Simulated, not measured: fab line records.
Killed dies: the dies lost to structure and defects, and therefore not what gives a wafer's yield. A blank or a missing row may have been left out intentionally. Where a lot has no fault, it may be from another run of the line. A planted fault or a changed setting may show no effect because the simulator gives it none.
2 desks, one fault	flow sky130	each desk holds nothing but its own numbers, with what lay behind them at the end

== THE TOOL OWNER'S DESK: rie_diel-01 ==
The tool's own readings at SKY_POLY_GATE_ETCH_16 (etches Si3N4 in CH3F/O2, stops on poly-Si, time 147.5 s, target depth 75 nm): means of the sampled wafers that have a number, for each lot that ran on this tool. If a lot's mean is further than 4 standard deviations from the usual mean, the lot is out of limits and carries the mark OUT (the distance appears in the brackets).
Columns: A = O2_flow_sccm at SKY_POLY_GATE_ETCH_16, usual 30.01 sccm; B = drypump_motor_current_A at SKY_POLY_GATE_ETCH_16, usual 5.7 A; C = oes_product_au at SKY_POLY_GATE_ETCH_16, usual 0.642 a.u.; D = rf_fwd_power_W at SKY_POLY_GATE_ETCH_16, usual 398.4 W; E = throttle_valve_pct at SKY_POLY_GATE_ETCH_16, usual 10.535 %
lot	first seen here	A	B	C	D	E
L924	day 16 03:51	29.87	5.7	0.644	399.5	10.546
L927	day 17 02:10	30.07	5.7	0.647	399.5	10.541
L929	day 17 19:34	30.03	5.7	0.638	399.0	10.542
L934	day 19 19:55	29.99	5.6	0.638	399.2	10.531
L936	day 21 08:25	29.97	5.6	0.638	398.9	10.540
L935	day 21 09:36	30.05	5.3	0.635	400.1	10.542
L940	day 22 08:34	30.09	6.0	0.636	357.1 (-29) OUT	10.528
This desk finds L940 out of limits, L940 being first, at day 22 08:34 (rf_fwd_power_W at SKY_POLY_GATE_ETCH_16). Within limits: L924, L927, L929, L934, L936, L935.

== METROLOGY DESK ==
Means of the sampled wafers that have a number, per lot and without regard to the tool the lot ran on: this is what the gauges read. If a lot's mean is further than 4 standard deviations from the usual mean, the lot is out of limits and carries the mark OUT (the distance appears in the brackets).
Columns: A = cd_nm at SKY_LOCAL_INTERCONNECT_CD_MEAS_11, usual 169.6 nm; B = METAL1_OVL at SKY_METAL1_OVL_MEAS_16, usual -1 nm
lot	first seen here	A	B
L924	day 30 05:01	169.8	-3
L926	day 30 21:30	169.7	-4
L927	day 31 01:37	170.1	-5
L929	day 31 22:01	170.1	-5
L931	day 33 05:50	170.7	-4
L932	day 33 06:29	170.6	-3
L933	day 33 15:41	169.6	-1
L934	day 33 19:45	169.8	-5
L936	day 34 23:41	168.5	-3
L935	day 35 01:19	168.3	-3
L938	day 35 14:09	169.9	-2
L940	day 35 21:20	172.6	5
L946	day 37 09:13	169.9	2
Finding of this desk: none of the 13 lots has anything out of limits.

== PUT TOGETHER ==
An alarm could have come from the tool owner's desk at day 22 08:34, on L940.
Metrology desk: nothing out of limits seen.
The metrology desk has L940 on record, within its limits.
On rie_diel-01, each named lot ran SKY_POLY_GATE_ETCH_16.

== WHAT WAS PUT IN BY THE SIMULATOR ==
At SKY_POLY_GATE_ETCH_16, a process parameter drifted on rie_diel-01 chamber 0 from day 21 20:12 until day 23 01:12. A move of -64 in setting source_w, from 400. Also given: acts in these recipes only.
Lots struck among those shown: L940.
Delay in hours, fault start to first out-of-limits reading, by desk: the tool owner's desk at 12.
